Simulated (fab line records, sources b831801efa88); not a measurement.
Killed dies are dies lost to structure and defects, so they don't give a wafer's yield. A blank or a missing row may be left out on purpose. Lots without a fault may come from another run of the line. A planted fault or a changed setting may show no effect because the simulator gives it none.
Which tool did it? | flow sky130 | 6 lots, 18 wafers sampled, at 3 steps of a route of 708

WHAT THE GAUGES READ, wafer by wafer
SKY_VIA2_THK_MEAS_01.
lot  | measured     | on            | VIA2_HDPCVD_THK (nm)
L382 | day 36 05:53 | film_metro-03 | 1164 1171 1150
L386 | day 37 08:12 | film_metro-03 | 1154 1173 1159
L388 | day 38 04:20 | film_metro-04 | 1180 1170 1173
L390 | day 38 16:26 | film_metro-04 | 1196 1169 1178
L396 | day 40 06:12 | film_metro-03 | 1203 1183 1191
L404 | day 42 08:40 | film_metro-02 | 1194 1177 1169

WHICH TOOL RAN EACH LOT (tool, then ch and the chambers of the sampled wafers, then the start)
lot  | SKY_VIA1_CVD_21               | SKY_VIA2_HDPCVD_00
L382 | cvd_w-01 ch 0,1, day 35 01:20 | hdpcvd-01 ch 0,1,2, day 36 05:46
L386 | cvd_w-02 ch 1, day 36 03:40   | hdpcvd-01 ch 1,2, day 37 08:04
L388 | cvd_w-02 ch 0,1, day 37 00:24 | hdpcvd-01 ch 0,1, day 38 04:12
L390 | cvd_w-01 ch 0,1, day 37 13:10 | hdpcvd-02 ch 0,1,2, day 38 16:18
L396 | cvd_w-02 ch 0,1, day 39 03:41 | hdpcvd-02 ch 0,2, day 40 06:04
L404 | cvd_w-02 ch 0,1, day 41 07:11 | hdpcvd-02 ch 0,1,2, day 42 08:33
- SKY_VIA1_CVD_21: deposits W, target thk 270 nm, time 80.902 s.
- SKY_VIA2_HDPCVD_00: deposits SiO2, target thk 1180 nm, time 196.7 s.

THE ANSWER, worked out from the rows above alone
Rule: what is usual is taken from the lots themselves. Put in order of their means at a reading, lots are off if they are a third of the lots or fewer, leave a main group of 4 or more, and stand apart from it by a gap of 3 or more times the standard deviation of the main group's means; of several such gaps the widest counts. A main group whose means are all the same, to the digits that the tables above print for the reading, isn't used. A lot without any number at a reading at which 4 lots or more have one is off too. The other lots that the step has rows for count as sound.
No lot is off at any reading shown: from this, nothing can be told.

WHAT THE SIMULATOR HAD PUT IN
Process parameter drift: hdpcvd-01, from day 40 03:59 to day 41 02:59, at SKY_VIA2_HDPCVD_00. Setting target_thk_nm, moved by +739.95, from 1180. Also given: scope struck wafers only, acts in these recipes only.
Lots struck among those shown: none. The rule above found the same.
